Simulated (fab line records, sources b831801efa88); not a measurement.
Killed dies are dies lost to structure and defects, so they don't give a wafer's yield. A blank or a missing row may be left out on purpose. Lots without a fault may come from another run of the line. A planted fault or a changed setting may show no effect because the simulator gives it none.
A struck lot beside a sound one | flow gf180mcu | 17 steps out of a route of 602
Sound: wafers L812.1, L812.2, L812.5. Struck: wafers L819.1, L819.3, L819.6. The cause comes at the end.
At each step with rows: each side's tool, then ch and its chambers, then its first start. Under that, the readings that differ: sound wafers | struck wafers | difference of the means | sigmas: that difference in standard deviations of wafers without a fault.
alike: readings whose means differ by less than 2 such deviations, and words and numbers that are the same on both sides. not compared: withheld readings, readings that some wafer has no value for, bounds like >300 that may hide the same value, and numbers for which the record gives no deviation and whose values overlap.
The two part at a step that has a row with sigmas, a row that says differs or no value, or rows on one side only. Numbers that don't overlap but have no deviation are shown without sigmas and don't part them. A reading that every wafer of one side lacks parts them only if that side has two wafers or more.

first, 3 steps without rows for these wafers: GF_MVPSD_EXPOSE_04 (exposes mask MVPSD, target cd 1000 nm); GF_MVPSD_PEB_05; GF_MVPSD_DEVELOP_06 (develop time 60 s).
GF_MVPSD_OVL_MEAS_07:
  sound on overlay-01, day 5 17:31; struck on overlay-02, day 7 09:55
  alike: MVPSD_OVL
then, 2 steps without rows for these wafers: GF_MVPSD_IMPLANT_08; GF_MVPSD_IMPLANT_09.
GF_MVPSD_STRIP_10: strips in O2/N2.
  sound on plasma_asher-01 ch 0,1, day 5 17:52; struck on plasma_asher-04 ch 0,1, day 7 10:14
  alike: drypump_motor_current_A, heater_power_w, oes_product_au, strip_time_to_endpoint_s
  not compared: rf_hours_counter_h
GF_MVPSD_TW_MEAS_11:
  sound on film_metro-04, day 5 17:58; struck on film_metro-04, day 7 10:20
  alike: MVPSD_TW
then, 4 steps without rows for these wafers: GF_VT_IMPLANT_DEHYDRATE_00 (time 60 s); GF_VT_IMPLANT_HMDS_01 (prime time 60 s); GF_VT_IMPLANT_COAT_02 (resist thk 1000 nm); GF_VT_IMPLANT_SOFTBAKE_03 (time 60 s).
GF_VT_IMPLANT_EXPOSE_04: exposes mask LVPWELL LV AREA, target cd 600 nm.
  sound on iline_stepper-01 ch 0, day 6 01:01; struck on iline_stepper-01 ch 0, day 7 17:37
  reading                            | sound                | struck               | difference | sigmas
  model.VT_IMPLANT.overlay_x_nm (nm) | 0.9135 0.9135 0.9135 | -107.7 -107.7 -107.7 | -108.6     |
  alike: mask
then, 2 steps without rows for these wafers: GF_VT_IMPLANT_PEB_05; GF_VT_IMPLANT_DEVELOP_06 (develop time 60 s).
GF_VT_IMPLANT_OVL_MEAS_07:
  sound on overlay-01, day 6 08:01; struck on overlay-02, day 8 01:08
  reading             | sound        | struck               | difference | sigmas
  VT_IMPLANT_OVL (nm) | -0.3 0.9 0.9 | -110.4 -109.4 -109.0 | -110.1     | -73
  not compared: hold
GF_PASSIVATION_PROBE_99:
  the record has rows for the sound wafers here (prober-01, day 29 22:27) and none for the struck ones

WHERE THEY PART
First at GF_VT_IMPLANT_OVL_MEAS_07; last, within this record, at GF_PASSIVATION_PROBE_99.

WHY: what the simulator had put in
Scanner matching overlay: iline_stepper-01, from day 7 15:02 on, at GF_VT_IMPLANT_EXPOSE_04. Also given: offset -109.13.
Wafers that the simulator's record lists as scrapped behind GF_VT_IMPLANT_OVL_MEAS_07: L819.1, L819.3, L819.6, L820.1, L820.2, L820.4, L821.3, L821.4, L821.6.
